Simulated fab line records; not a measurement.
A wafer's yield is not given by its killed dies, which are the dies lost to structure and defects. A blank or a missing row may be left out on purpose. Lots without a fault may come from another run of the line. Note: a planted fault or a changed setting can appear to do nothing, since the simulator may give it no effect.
What tool caused it? + flow sky130 + 33 wafers from 11 lots sampled at 5 of the route's 708 steps

== WHAT THE GAUGES SHOWED, per wafer ==
The record holds no reading of a measuring or inspecting step that can be judged against a usual standard deviation.

== TOOL THAT RAN EACH LOT (tool first, then ch and the chambers of the sampled wafers, then the start) ==
| lot  | SKY_VIA3_ETCH_14                   | SKY_CAP2M_STRIP_14                   | SKY_METAL4_METAL_ETCH_18          | SKY_METAL5_SPUTTER_00        | SKY_PAD_OPEN_PROBE_99   |
|------|------------------------------------|--------------------------------------|-----------------------------------|------------------------------|-------------------------|
| L439 | rie diel-01 ch 0,1, day 39 21:19   | plasma asher-02 ch 0,1, day 40 23:29 | rie metal-04 ch 0,1, day 42 00:05 | pvd sputter-03, day 43 02:24 | prober-01, day 45 23:30 |
| L440 | rie diel-02 ch 0,1,3, day 39 23:21 | plasma asher-04 ch 0,1, day 41 01:07 | rie metal-03 ch 0,1, day 42 01:59 | pvd sputter-03, day 43 03:58 | prober-02, day 46 01:51 |
| L443 | rie diel-02 ch 0,3, day 40 16:59   | plasma asher-04 ch 0,1, day 41 19:02 | rie metal-04 ch 0,1, day 42 19:40 | pvd sputter-01, day 43 21:24 | prober-01, day 46 16:32 |
| L444 | rie diel-02 ch 0,2,3, day 40 22:13 | plasma asher-01 ch 0,1, day 42 00:08 | rie metal-03 ch 0,1, day 43 00:43 | pvd sputter-02, day 44 02:16 | prober-02, day 46 21:49 |
| L448 | rie diel-01 ch 0,2, day 42 02:01   | plasma asher-01 ch 0,1, day 43 02:42 | rie metal-03 ch 1, day 44 01:59   | pvd sputter-02, day 45 02:52 | prober-02, day 47 19:22 |
| L449 | rie diel-01 ch 1,2, day 42 04:07   | plasma asher-01 ch 0,1, day 43 05:20 | rie metal-01 ch 0, day 44 04:13   | pvd sputter-01, day 45 05:10 | prober-01, day 47 22:02 |
| L450 | rie diel-01 ch 2,3, day 42 14:35   | plasma asher-02 ch 0,1, day 43 14:50 | rie metal-04 ch 0,1, day 44 13:28 | pvd sputter-03, day 45 13:42 | prober-01, day 48 04:09 |
| L453 | rie diel-01 ch 0,1,2, day 43 21:08 | plasma asher-02 ch 0,1, day 44 21:26 | rie metal-03 ch 0,1, day 45 19:46 | pvd sputter-03, day 46 18:27 | prober-01, day 49 05:42 |
| L458 | rie diel-03 ch 0,1, day 44 22:41   | plasma asher-04 ch 0,1, day 45 21:32 | rie metal-03 ch 0,1, day 46 18:38 | pvd sputter-03, day 47 16:51 | prober-01, day 50 01:40 |
| L457 | rie diel-03 ch 0,2,3, day 44 23:26 | plasma asher-04 ch 0,1, day 45 23:00 | rie metal-03 ch 0,1, day 46 20:54 | pvd sputter-03, day 47 19:24 | prober-02, day 50 03:37 |
| L460 | rie diel-02 ch 0,3, day 46 01:23   | plasma asher-01 ch 1, day 46 23:39   | rie metal-04 ch 0,1, day 47 20:02 | pvd sputter-01, day 48 17:39 | prober-02, day 50 23:13 |
- SKY_VIA3_ETCH_14: etches BARC in N2/H2, stops on SiO2, time 45.9 s, target depth 60 nm.
- SKY_CAP2M_STRIP_14: strips in O2/N2.
- SKY_METAL4_METAL_ETCH_18: etches the open film in Cl2/BCl3, stops on SiO2, target depth 845 nm, time 183.1 s.
- SKY_METAL5_SPUTTER_00: material Ti, target thk 15 nm, time 10 s.
- SKY_PAD_OPEN_PROBE_99

== AS READ BY THE TOOLS THEMSELVES (means over the sampled wafers that have a number; for cases with no such wafer, the mark the record gives instead) ==
SKY_VIA3_ETCH_14.
| lot  | tool        | drypump motor current A (A) | oes product au (a.u.) | throttle valve pct (%) |
|------|-------------|-----------------------------|-----------------------|------------------------|
| L439 | rie diel-01 | 6.0                         | 0.853                 | 13.218                 |
| L440 | rie diel-02 | 6.1                         | 0.854                 | 13.217                 |
| L443 | rie diel-02 | 6.3                         | 0.855                 | 13.222                 |
| L444 | rie diel-02 | 6.2                         | 0.848                 | 13.217                 |
| L448 | rie diel-01 | 6.1                         | 0.853                 | 13.229                 |
| L449 | rie diel-01 | 6.0                         | 0.857                 | 13.222                 |
| L450 | rie diel-01 | 6.5                         | 0.857                 | 13.224                 |
| L453 | rie diel-01 | 6.0                         | 0.856                 | 13.224                 |
| L458 | rie diel-03 | 5.6                         | 0.855                 | 13.230                 |
| L457 | rie diel-03 | 5.6                         | 0.855                 | 13.222                 |
| L460 | rie diel-02 | 6.3                         | 0.859                 | 13.219                 |

SKY_CAP2M_STRIP_14.
| lot  | tool            | drypump motor current A (A) | oes product au (a.u.) | strip time to endpoint s (s) |
|------|-----------------|-----------------------------|-----------------------|------------------------------|
| L439 | plasma asher-02 | 6.1                         | 0.714                 | 12.71                        |
| L440 | plasma asher-04 | 5.8                         | 0.708                 | 12.65                        |
| L443 | plasma asher-04 | 5.5                         | 0.708                 | 12.66                        |
| L444 | plasma asher-01 | 5.8                         | 0.703                 | 12.65                        |
| L448 | plasma asher-01 | 6.1                         | 0.712                 | 12.69                        |
| L449 | plasma asher-01 | 6.1                         | 0.712                 | 12.64                        |
| L450 | plasma asher-02 | 5.7                         | 0.710                 | 12.65                        |
| L453 | plasma asher-02 | 6.1                         | 0.712                 | 12.72                        |
| L458 | plasma asher-04 | 5.4                         | 0.708                 | 12.65                        |
| L457 | plasma asher-04 | 5.8                         | 0.710                 | 12.62                        |
| L460 | plasma asher-01 | 6.4                         | 0.714                 | 12.67                        |

SKY_METAL4_METAL_ETCH_18.
| lot  | tool         | drypump motor current A (A) | oes product au (a.u.) | throttle valve pct (%) |
|------|--------------|-----------------------------|-----------------------|------------------------|
| L439 | rie metal-04 | 6.2                         | 0.861                 | 22.267                 |
| L440 | rie metal-03 | 6.0                         | 0.862                 | 22.265                 |
| L443 | rie metal-04 | 6.1                         | 0.869                 | 22.276                 |
| L444 | rie metal-03 | 6.0                         | 0.871                 | 22.266                 |
| L448 | rie metal-03 | 6.4                         | 0.870                 | 22.265                 |
| L449 | rie metal-01 | 5.4                         | 0.865                 | 22.266                 |
| L450 | rie metal-04 | 6.1                         | 0.870                 | 22.260                 |
| L453 | rie metal-03 | 6.1                         | 0.877                 | 22.259                 |
| L458 | rie metal-03 | 5.7                         | 0.868                 | 22.263                 |
| L457 | rie metal-03 | 5.7                         | 0.860                 | 22.269                 |
| L460 | rie metal-04 | 6.2                         | 0.866                 | 22.257                 |

SKY_METAL5_SPUTTER_00.
| lot  | tool           | throttle valve pct (%) |
|------|----------------|------------------------|
| L439 | pvd sputter-03 | 30.1                   |
| L440 | pvd sputter-03 | 30.0                   |
| L443 | pvd sputter-01 | 30.0                   |
| L444 | pvd sputter-02 | 30.1                   |
| L448 | pvd sputter-02 | 30.1                   |
| L449 | pvd sputter-01 | 29.5                   |
| L450 | pvd sputter-03 | 32.1                   |
| L453 | pvd sputter-03 | 30.7                   |
| L458 | pvd sputter-03 | 31.4                   |
| L457 | pvd sputter-03 | 29.9                   |
| L460 | pvd sputter-01 | 29.7                   |

SKY_PAD_OPEN_PROBE_99.
| lot  | tool      | defect limited yield (%) | killed_at_M0_to_M3 | killed_at_M4_up | killed at contacts | killed at front end | killed at other | killed dies | killed on rim | killed open | killed short | sort_bin_3_pad_short (%) | sort_bin_5_function (%) | sort_bin_6_memory (%) | sort n pass | sort yield pct (%) |
|------|-----------|--------------------------|--------------------|-----------------|--------------------|---------------------|-----------------|-------------|---------------|-------------|--------------|--------------------------|-------------------------|-----------------------|-------------|--------------------|
| L439 | prober-01 | 82.2                     | 49                 | 3.3             | 24                 | 10                  | 0.7             | 87          | 16            | 44          | 43           | 0.9                      | 11.3                    | 5.6                   | 405         | 82.2               |
| L440 | prober-02 | 83.2                     | 41                 | 4.7             | 26                 | 11                  | 0.3             | 82          | 16            | 43          | 38           | 0.7                      | 10.4                    | 5.6                   | 410         | 83.2               |
| L443 | prober-01 | 82.4                     | 43                 | 3.7             | 25                 | 14                  | 0.0             | 86          | 15            | 49          | 37           | 0.7                      | 8.9                     | 7.9                   | 406         | 82.4               |
| L444 | prober-02 | 82.0                     | 49                 | 3.7             | 21                 | 13                  | 1.3             | 89          | 22            | 54          | 35           | 0.6                      | 10.0                    | 7.4                   | 403         | 82.0               |
| L448 | prober-02 | 82.3                     | 47                 | 2.0             | 22                 | 16                  | 0.0             | 87          | 15            | 43          | 44           | 1.3                      | 9.8                     | 6.6                   | 405         | 82.3               |
| L449 | prober-01 | 83.6                     | 45                 | 3.3             | 19                 | 12                  | 0.7             | 81          | 16            | 43          | 38           | 0.9                      | 9.4                     | 6.0                   | 411         | 83.6               |
| L450 | prober-01 | 82.2                     | 45                 | 3.7             | 23                 | 15                  | 0.7             | 87          | 16            | 52          | 36           | 0.9                      | 10.5                    | 6.4                   | 405         | 82.2               |
| L453 | prober-01 | 77.0                     | 42                 | 35.0            | 20                 | 17                  | 0.3             | 113         | 29            | 45          | 36           | 2.8                      | 13.4                    | 6.9                   | 379         | 77.0               |
| L458 | prober-01 | 79.6                     | 43                 | 18.0            | 25                 | 14                  | 0.7             | 100         | 24            | 43          | 41           | 1.4                      | 12.5                    | 6.4                   | 392         | 79.6               |
| L457 | prober-02 | 80.1                     | 41                 | 18.7            | 21                 | 17                  | 0.7             | 98          | 20            | 46          | 38           | 1.6                      | 11.3                    | 7.0                   | 394         | 80.1               |
| L460 | prober-02 | 81.4                     | 46                 | 2.0             | 27                 | 17                  | 0.0             | 91          | 16            | 57          | 34           | 0.6                      | 10.6                    | 7.3                   | 401         | 81.4               |

== THE ANSWER, worked out from the rows above alone ==
Rule: the usual values come from the lots themselves. The widest of any qualifying gaps counts: lots, ordered by their means at a reading, are off when they make up no more than a third of the lots, leave a main group of 4 or more, and stand apart from it by 3 or more times the standard deviation of that group's means. A main group is skipped when, at the precision printed for the reading in the tables above, its means are all equal. Also off: a lot with no number at a reading for which 4 or more lots have one. Where the step has rows for the other lots, those lots are counted as sound. The gauges are gone through in route order, then the tools' own readings, and for those a lot's mean is taken as printed above. The first step at which some lot is off is used, and at that step the reading that is off furthest; a lot without a number counts as furthest.
Off: L453, L458, L457, at SKY_PAD_OPEN_PROBE_99 (killed_at_M4_up). The main group has a mean of 3.3 with a standard deviation of 0.85.
If a tool, at that step or one of the process steps before it, ran each lot that is off and ran no sound lot following the first of them, it fits. 2 tools fit, rie metal-03 at SKY_METAL4_METAL_ETCH_18 and pvd sputter-03 at SKY_METAL5_SPUTTER_00, so this cannot tell which one it is.

== WHAT THE SIMULATOR PUT IN ==
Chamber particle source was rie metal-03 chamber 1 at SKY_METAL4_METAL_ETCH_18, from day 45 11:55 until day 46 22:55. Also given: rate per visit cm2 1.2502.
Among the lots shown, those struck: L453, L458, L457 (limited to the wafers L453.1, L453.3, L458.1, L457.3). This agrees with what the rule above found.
